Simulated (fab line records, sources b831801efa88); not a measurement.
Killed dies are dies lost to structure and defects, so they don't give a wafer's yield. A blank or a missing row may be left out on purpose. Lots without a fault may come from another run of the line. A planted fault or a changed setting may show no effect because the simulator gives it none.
Which tool did it? | flow sky130 | 24 lots, 72 wafers sampled, at 2 steps of a route of 708

WHAT THE GAUGES READ, wafer by wafer
SKY_LI_CONTACT_BOW_MEAS_03. Usual: LI_CONTACT_BOW 57 um, standard deviation 7.3.
lot  | measured     | on            | LI_CONTACT_BOW (um) | flag
L075 | day 29 17:35 | film_metro-02 | 54 55 57            |
L078 | day 29 18:25 | film_metro-02 | 54 50 45            |
L076 | day 29 23:16 | film_metro-01 | 64 57 54            |
L074 | day 29 23:41 | film_metro-02 | 59 63 73            |
L077 | day 30 04:19 | film_metro-04 | 56 61 52            |
L080 | day 30 12:58 | film_metro-04 | 54 63 67            |
L079 | day 30 13:26 | film_metro-01 | 48 57 71            |
L081 | day 30 17:26 | film_metro-02 | 57 58 54            |
L082 | day 31 03:55 | film_metro-01 | 57 51 53            |
L083 | day 31 15:40 | film_metro-04 | 80 54 52            |
L084 | day 31 23:02 | film_metro-01 | 47 54 40            |
L085 | day 32 00:14 | film_metro-02 | 56 53 59            |
L086 | day 32 10:34 | film_metro-01 | 58 58 49            |
L087 | day 32 16:49 | film_metro-01 | 51 52 45            |
L088 | day 32 21:08 | film_metro-02 | 60 65 47            |
L089 | day 33 07:19 | film_metro-04 | 69 64 65            |
L090 | day 33 17:31 | film_metro-02 | 60 50 62            |
L091 | day 33 21:37 | film_metro-04 | 48 59 58            |
L092 | day 34 05:56 | film_metro-01 | 68 43 51            |
L093 | day 34 13:07 | film_metro-01 | 68 56 67            |
L094 | day 35 01:38 | film_metro-02 | 54 60 60            |
L095 | day 35 07:20 | film_metro-01 | 66 62 56            |
L096 | day 35 08:58 | film_metro-02 | 58 52 62            |
L097 | day 35 17:34 | film_metro-01 | 62 52 45            |

SKY_LOCAL_INTERCONNECT_CD_MEAS_11: target cd 170 nm. Usual: cd_nm 169.8 nm, standard deviation 1.4.
lot  | measured     | on        | cd_nm (nm)        | flag
L075 | day 32 02:32 | cd_sem-01 | 166.0 166.1 168.2 |
L078 | day 32 04:04 | cd_sem-02 | 168.9 168.6 168.7 |
L076 | day 32 08:59 | cd_sem-02 | 171.6 171.2 171.3 |
L074 | day 32 09:15 | cd_sem-01 | 170.9 170.1 170.3 |
L077 | day 32 12:35 | cd_sem-02 | 169.5 169.8 168.8 |
L080 | day 32 20:44 | cd_sem-01 | 170.1 170.1 168.7 |
L079 | day 32 21:34 | cd_sem-02 | 170.6 171.3 170.2 |
L081 | day 33 01:34 | cd_sem-02 | 171.0 169.8 170.2 |
L082 | day 33 10:20 | cd_sem-02 | 170.8 171.5 171.1 |
L083 | day 33 21:50 | cd_sem-02 | 169.2 169.4 167.5 |
L084 | day 34 05:40 | cd_sem-02 | 172.0 171.9 170.7 |
L085 | day 34 06:45 | cd_sem-02 | 168.6 168.6 167.5 |
L086 | day 34 17:55 | cd_sem-02 | 170.4 170.5 171.1 |
L087 | day 34 22:41 | cd_sem-02 | 169.1 167.8 168.4 |
L088 | day 35 04:39 | cd_sem-02 | 171.2 168.8 169.6 |
L089 | day 35 13:14 | cd_sem-02 | 167.1 167.0 167.0 |
L090 | day 35 23:08 | cd_sem-02 | 169.8 169.3 171.9 |
L091 | day 36 03:49 | cd_sem-02 | 169.5 168.6 166.5 |
L092 | day 36 11:34 | cd_sem-02 | 172.1 170.7 171.6 |
L093 | day 36 19:09 | cd_sem-02 | 170.6 171.1 170.5 |
L094 | day 37 07:40 | cd_sem-02 | 169.2 169.2 169.0 |
L095 | day 37 12:40 | cd_sem-02 | 169.2 168.8 168.8 |
L096 | day 37 14:34 | cd_sem-02 | 170.9 172.2 171.8 |
L097 | day 37 23:25 | cd_sem-02 | 169.8 168.9 169.9 |

WHICH TOOL RAN EACH LOT (tool, then ch and the chambers of the sampled wafers, then the start)
The record holds no process step before these readings.

WHAT THE TOOLS THEMSELVES READ (means of the sampled wafers that have a number; where no wafer has one, the mark that the record gives instead)
The record holds no such reading with a usual standard deviation.

THE ANSWER, worked out from the rows above alone
Rule: a lot is off if the mean of its wafers that have a number lies more than 3 standard deviations from the usual mean. A lot without any number at a reading at which 4 lots or more have one is off too. The other lots that the step has rows for count as sound. The gauges are gone through in route order, then the tools' own readings, and for those a lot's mean is taken as printed above. The first step at which some lot is off is used, and at that step the reading that is off furthest; a lot without a number counts as furthest.
No lot is off at any reading shown: from this, nothing can be told.

WHAT THE SIMULATOR HAD PUT IN
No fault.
